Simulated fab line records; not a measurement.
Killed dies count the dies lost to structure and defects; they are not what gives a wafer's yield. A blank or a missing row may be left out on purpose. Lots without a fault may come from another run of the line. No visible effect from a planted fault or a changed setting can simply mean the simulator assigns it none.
The tool behind it: which one? || flow gf180mcu || 13 lots with 39 wafers sampled at 4 steps, on a route of 602 steps

== WHAT EACH GAUGE READ, for each wafer ==
GF_M1_THK_MEAS_06: measures by xrf.
{"lot": "L985", "measured": "day 16 03:37", "on": "film_metro-02", "M1_ALCU_THK (nm)": "444 439 443"}
{"lot": "L986", "measured": "day 16 07:29", "on": "film_metro-04", "M1_ALCU_THK (nm)": "433 439 442"}
{"lot": "L992", "measured": "day 19 04:35", "on": "film_metro-02", "M1_ALCU_THK (nm)": "444 457 442"}
{"lot": "L994", "measured": "day 19 16:22", "on": "film_metro-01", "M1_ALCU_THK (nm)": "445 443 447"}
{"lot": "L998", "measured": "day 21 04:40", "on": "film_metro-02", "M1_ALCU_THK (nm)": "445 443 451"}
{"lot": "L999", "measured": "day 21 06:13", "on": "film_metro-02", "M1_ALCU_THK (nm)": "443 441 443"}
{"lot": "L100", "measured": "day 21 17:44", "on": "film_metro-01", "M1_ALCU_THK (nm)": "443 443 441"}
{"lot": "L101", "measured": "day 22 01:04", "on": "film_metro-01", "M1_ALCU_THK (nm)": "451 446 455"}
{"lot": "L102", "measured": "day 22 04:16", "on": "film_metro-04", "M1_ALCU_THK (nm)": "446 438 440"}
{"lot": "L104", "measured": "day 23 02:10", "on": "film_metro-02", "M1_ALCU_THK (nm)": "456 458 457"}
{"lot": "L106", "measured": "day 23 14:22", "on": "film_metro-02", "M1_ALCU_THK (nm)": "452 450 454"}

== WHICH TOOL RAN EACH LOT (tool, then ch and the chambers of the sampled wafers, then the start) ==
{"lot": "L985", "GF_SAB_STRIP_13": "plasma_asher-04 ch 0,1, day 15 02:56", "GF_CONTACT_CMP_04": "cmp-02 ch 0,1,3, day 15 03:53", "GF_CONTACT_STRIP_18": "plasma_asher-01 ch 0,1, day 16 02:17"}
{"lot": "L986", "GF_SAB_STRIP_13": "plasma_asher-02 ch 0,1, day 15 07:26", "GF_CONTACT_CMP_04": "cmp-01 ch 2,3, day 15 08:24", "GF_CONTACT_STRIP_18": "plasma_asher-02 ch 0,1, day 16 06:08"}
{"lot": "L991", "GF_SAB_STRIP_13": "plasma_asher-04 ch 0,1, day 17 12:52", "GF_CONTACT_CMP_04": "cmp-01 ch 0,1,2, day 17 13:55", "GF_CONTACT_STRIP_18": "plasma_asher-03 ch 1, day 18 14:29"}
{"lot": "L990", "GF_SAB_STRIP_13": "plasma_asher-03 ch 0,1, day 17 14:17", "GF_CONTACT_CMP_04": "cmp-02 ch 1,2,3, day 17 15:17", "GF_CONTACT_STRIP_18": "plasma_asher-01 ch 1, day 18 15:35"}
{"lot": "L992", "GF_SAB_STRIP_13": "plasma_asher-03 ch 0,1, day 18 01:45", "GF_CONTACT_CMP_04": "cmp-01 ch 1,2,3, day 18 02:43", "GF_CONTACT_STRIP_18": "plasma_asher-01 ch 0,1, day 19 03:14"}
{"lot": "L994", "GF_SAB_STRIP_13": "plasma_asher-02 ch 0,1, day 18 12:52", "GF_CONTACT_CMP_04": "cmp-01 ch 0,2,3, day 18 13:57", "GF_CONTACT_STRIP_18": "plasma_asher-03 ch 0,1, day 19 15:02"}
{"lot": "L998", "GF_SAB_STRIP_13": "plasma_asher-02 ch 0, day 20 02:05", "GF_CONTACT_CMP_04": "cmp-02 ch 2,3, day 20 03:08", "GF_CONTACT_STRIP_18": "plasma_asher-01 ch 0,1, day 21 03:20"}
{"lot": "L999", "GF_SAB_STRIP_13": "plasma_asher-02 ch 0,1, day 20 03:02", "GF_CONTACT_CMP_04": "cmp-02 ch 2,3, day 20 04:05", "GF_CONTACT_STRIP_18": "plasma_asher-01 ch 0,1, day 21 04:53"}
{"lot": "L100", "GF_SAB_STRIP_13": "plasma_asher-02 ch 0,1, day 20 14:55", "GF_CONTACT_CMP_04": "cmp-01 ch 0,1, day 20 15:53", "GF_CONTACT_STRIP_18": "plasma_asher-03 ch 1, day 21 16:20"}
{"lot": "L101", "GF_SAB_STRIP_13": "plasma_asher-02 ch 0,1, day 20 22:35", "GF_CONTACT_CMP_04": "cmp-01 ch 0,2, day 20 23:37", "GF_CONTACT_STRIP_18": "plasma_asher-01 ch 0,1, day 21 23:44"}
{"lot": "L102", "GF_SAB_STRIP_13": "plasma_asher-04 ch 0,1, day 21 01:44", "GF_CONTACT_CMP_04": "cmp-01 ch 0,1,3, day 21 02:41", "GF_CONTACT_STRIP_18": "plasma_asher-02 ch 0,1, day 22 02:56"}
{"lot": "L104", "GF_SAB_STRIP_13": "plasma_asher-02 ch 0, day 22 00:11", "GF_CONTACT_CMP_04": "cmp-02 ch 0,3, day 22 01:20", "GF_CONTACT_STRIP_18": "plasma_asher-03 ch 1, day 23 00:50"}
{"lot": "L106", "GF_SAB_STRIP_13": "plasma_asher-03 ch 0,1, day 22 12:29", "GF_CONTACT_CMP_04": "cmp-02 ch 0,3, day 22 13:30", "GF_CONTACT_STRIP_18": "plasma_asher-02 ch 0, day 23 13:02"}
- GF_SAB_STRIP_13: strips in O2/N2.
- GF_CONTACT_CMP_04: polishes SiO2.
- GF_CONTACT_STRIP_18: strips in O2/N2.

== WHAT THE TOOLS THEMSELVES READ (means of the sampled wafers that have a number; where no wafer has one, the mark that the record gives instead) ==
GF_SAB_STRIP_13.
{"lot": "L985", "tool": "plasma_asher-04", "chamber_pressure_mTorr (mTorr)": 1499.5, "drypump_motor_current_A (A)": 5.5, "heater_power_w (W)": 339, "oes_product_au (a.u.)": 0.712, "strip_time_to_endpoint_s (s)": 12.58}
{"lot": "L986", "tool": "plasma_asher-02", "chamber_pressure_mTorr (mTorr)": 1500.9, "drypump_motor_current_A (A)": 5.9, "heater_power_w (W)": 362, "oes_product_au (a.u.)": 0.710, "strip_time_to_endpoint_s (s)": 12.65}
{"lot": "L991", "tool": "plasma_asher-04", "chamber_pressure_mTorr (mTorr)": 1499.9, "drypump_motor_current_A (A)": 5.8, "heater_power_w (W)": 322, "oes_product_au (a.u.)": 0.712, "strip_time_to_endpoint_s (s)": 12.70}
{"lot": "L990", "tool": "plasma_asher-03", "chamber_pressure_mTorr (mTorr)": 1500.1, "drypump_motor_current_A (A)": 5.6, "heater_power_w (W)": 339, "oes_product_au (a.u.)": 0.705, "strip_time_to_endpoint_s (s)": 12.58}
{"lot": "L992", "tool": "plasma_asher-03", "chamber_pressure_mTorr (mTorr)": 1500.4, "drypump_motor_current_A (A)": 5.8, "heater_power_w (W)": 351, "oes_product_au (a.u.)": 0.714, "strip_time_to_endpoint_s (s)": 12.67}
{"lot": "L994", "tool": "plasma_asher-02", "chamber_pressure_mTorr (mTorr)": 1499.8, "drypump_motor_current_A (A)": 6.1, "heater_power_w (W)": 342, "oes_product_au (a.u.)": 0.710, "strip_time_to_endpoint_s (s)": 12.61}
{"lot": "L998", "tool": "plasma_asher-02", "chamber_pressure_mTorr (mTorr)": 1499.0, "drypump_motor_current_A (A)": 5.8, "heater_power_w (W)": 377, "oes_product_au (a.u.)": 0.707, "strip_time_to_endpoint_s (s)": 12.63}
{"lot": "L999", "tool": "plasma_asher-02", "chamber_pressure_mTorr (mTorr)": 1498.7, "drypump_motor_current_A (A)": 5.9, "heater_power_w (W)": 344, "oes_product_au (a.u.)": 0.709, "strip_time_to_endpoint_s (s)": 12.54}
{"lot": "L100", "tool": "plasma_asher-02", "chamber_pressure_mTorr (mTorr)": 1499.9, "drypump_motor_current_A (A)": 6.0, "heater_power_w (W)": 346, "oes_product_au (a.u.)": 0.708, "strip_time_to_endpoint_s (s)": 12.63}
{"lot": "L101", "tool": "plasma_asher-02", "chamber_pressure_mTorr (mTorr)": 1499.9, "drypump_motor_current_A (A)": 6.1, "heater_power_w (W)": 325, "oes_product_au (a.u.)": 0.713, "strip_time_to_endpoint_s (s)": 12.60}
{"lot": "L102", "tool": "plasma_asher-04", "chamber_pressure_mTorr (mTorr)": 1499.1, "drypump_motor_current_A (A)": 5.5, "heater_power_w (W)": 332, "oes_product_au (a.u.)": 0.710, "strip_time_to_endpoint_s (s)": 12.67}
{"lot": "L104", "tool": "plasma_asher-02", "chamber_pressure_mTorr (mTorr)": 1500.0, "drypump_motor_current_A (A)": 5.8, "heater_power_w (W)": 379, "oes_product_au (a.u.)": 0.706, "strip_time_to_endpoint_s (s)": 12.66}
{"lot": "L106", "tool": "plasma_asher-03", "chamber_pressure_mTorr (mTorr)": 1499.2, "drypump_motor_current_A (A)": 5.9, "heater_power_w (W)": 351, "oes_product_au (a.u.)": 0.711, "strip_time_to_endpoint_s (s)": 12.64}

GF_CONTACT_CMP_04.
{"lot": "L985", "tool": "cmp-02", "motor_current_A (A)": 11.3, "platen_rpm (rpm)": 60.02, "time_to_endpoint_s (s)": 108}
{"lot": "L986", "tool": "cmp-01", "motor_current_A (A)": 11.1, "platen_rpm (rpm)": 60.06, "time_to_endpoint_s (s)": 119}
{"lot": "L991", "tool": "cmp-01", "motor_current_A (A)": 11.1, "platen_rpm (rpm)": 60.02, "time_to_endpoint_s (s)": 114}
{"lot": "L990", "tool": "cmp-02", "motor_current_A (A)": 11.9, "platen_rpm (rpm)": 59.97, "time_to_endpoint_s (s)": 111}
{"lot": "L992", "tool": "cmp-01", "motor_current_A (A)": 11.6, "platen_rpm (rpm)": 59.98, "time_to_endpoint_s (s)": 107}
{"lot": "L994", "tool": "cmp-01", "motor_current_A (A)": 11.1, "platen_rpm (rpm)": 60.01, "time_to_endpoint_s (s)": 121}
{"lot": "L998", "tool": "cmp-02", "motor_current_A (A)": 12.8, "platen_rpm (rpm)": 60.04, "time_to_endpoint_s (s)": 117}
{"lot": "L999", "tool": "cmp-02", "motor_current_A (A)": 12.2, "platen_rpm (rpm)": 60.01, "time_to_endpoint_s (s)": 121}
{"lot": "L100", "tool": "cmp-01", "motor_current_A (A)": 11.5, "platen_rpm (rpm)": 59.95, "time_to_endpoint_s (s)": 121}
{"lot": "L101", "tool": "cmp-01", "motor_current_A (A)": 10.4, "platen_rpm (rpm)": 60.00, "time_to_endpoint_s (s)": 126}
{"lot": "L102", "tool": "cmp-01", "motor_current_A (A)": 11.4, "platen_rpm (rpm)": 59.99, "time_to_endpoint_s (s)": 111}
{"lot": "L104", "tool": "cmp-02", "motor_current_A (A)": 11.8, "platen_rpm (rpm)": 60.04, "time_to_endpoint_s (s)": 115}
{"lot": "L106", "tool": "cmp-02", "motor_current_A (A)": 12.0, "platen_rpm (rpm)": 60.02, "time_to_endpoint_s (s)": 113}

GF_CONTACT_STRIP_18.
{"lot": "L985", "tool": "plasma_asher-01", "chamber_pressure_mTorr (mTorr)": 1500.9, "drypump_motor_current_A (A)": 5.5, "heater_power_w (W)": 377, "oes_product_au (a.u.)": 0.582}
{"lot": "L986", "tool": "plasma_asher-02", "chamber_pressure_mTorr (mTorr)": 1499.8, "drypump_motor_current_A (A)": 5.9, "heater_power_w (W)": 359, "oes_product_au (a.u.)": 0.582}
{"lot": "L991", "tool": "plasma_asher-03", "chamber_pressure_mTorr (mTorr)": "-", "drypump_motor_current_A (A)": "-", "heater_power_w (W)": "-", "oes_product_au (a.u.)": "-"}
{"lot": "L990", "tool": "plasma_asher-01", "chamber_pressure_mTorr (mTorr)": "-", "drypump_motor_current_A (A)": "-", "heater_power_w (W)": "-", "oes_product_au (a.u.)": "-"}
{"lot": "L992", "tool": "plasma_asher-01", "chamber_pressure_mTorr (mTorr)": 1499.0, "drypump_motor_current_A (A)": 5.2, "heater_power_w (W)": 377, "oes_product_au (a.u.)": 0.574}
{"lot": "L994", "tool": "plasma_asher-03", "chamber_pressure_mTorr (mTorr)": 1498.8, "drypump_motor_current_A (A)": 5.8, "heater_power_w (W)": 350, "oes_product_au (a.u.)": 0.579}
{"lot": "L998", "tool": "plasma_asher-01", "chamber_pressure_mTorr (mTorr)": 1501.1, "drypump_motor_current_A (A)": 5.5, "heater_power_w (W)": 376, "oes_product_au (a.u.)": 0.582}
{"lot": "L999", "tool": "plasma_asher-01", "chamber_pressure_mTorr (mTorr)": 1500.3, "drypump_motor_current_A (A)": 5.2, "heater_power_w (W)": 372, "oes_product_au (a.u.)": 0.586}
{"lot": "L100", "tool": "plasma_asher-03", "chamber_pressure_mTorr (mTorr)": 1500.3, "drypump_motor_current_A (A)": 6.1, "heater_power_w (W)": 361, "oes_product_au (a.u.)": 0.581}
{"lot": "L101", "tool": "plasma_asher-01", "chamber_pressure_mTorr (mTorr)": 1500.2, "drypump_motor_current_A (A)": 5.2, "heater_power_w (W)": 381, "oes_product_au (a.u.)": 0.581}
{"lot": "L102", "tool": "plasma_asher-02", "chamber_pressure_mTorr (mTorr)": 1501.0, "drypump_motor_current_A (A)": 6.1, "heater_power_w (W)": 323, "oes_product_au (a.u.)": 0.578}
{"lot": "L104", "tool": "plasma_asher-03", "chamber_pressure_mTorr (mTorr)": 1500.0, "drypump_motor_current_A (A)": 6.1, "heater_power_w (W)": 362, "oes_product_au (a.u.)": 0.576}
{"lot": "L106", "tool": "plasma_asher-02", "chamber_pressure_mTorr (mTorr)": 1499.3, "drypump_motor_current_A (A)": 5.8, "heater_power_w (W)": 375, "oes_product_au (a.u.)": 0.575}

== THE ANSWER, worked out from the rows above alone ==
Rule: usual is defined by the lots themselves. Put in order of their means at a reading, lots are off if they are a third of the lots or fewer, leave a main group of 4 or more, and stand apart from it by a gap of 3 or more times the standard deviation of the main group's means; of several such gaps the widest counts. A main group whose means are all the same, to the digits that the tables above print for the reading, isn't used. A lot without any number at a reading at which 4 lots or more have one is off too. Where the step has rows for the other lots, those lots are counted as sound. Order of review: gauges by route order, followed by the tools' own readings, for which a lot's mean as printed above is used. At the first step where some lot is off, the reading lying furthest off is the one used; lots without a number count as furthest.
Off, at GF_CONTACT_STRIP_18 on chamber_pressure_mTorr: L991, L990. Without a number there: L991, L990. The main group has a mean of 1500.1 mTorr with a standard deviation of 0.75.
A tool fits if, at that step or a process step before it, it ran every lot that is off, and no sound lot after the first of them. Not one of the candidates tried fits.

== WHAT WAS PUT IN BY THE SIMULATOR ==
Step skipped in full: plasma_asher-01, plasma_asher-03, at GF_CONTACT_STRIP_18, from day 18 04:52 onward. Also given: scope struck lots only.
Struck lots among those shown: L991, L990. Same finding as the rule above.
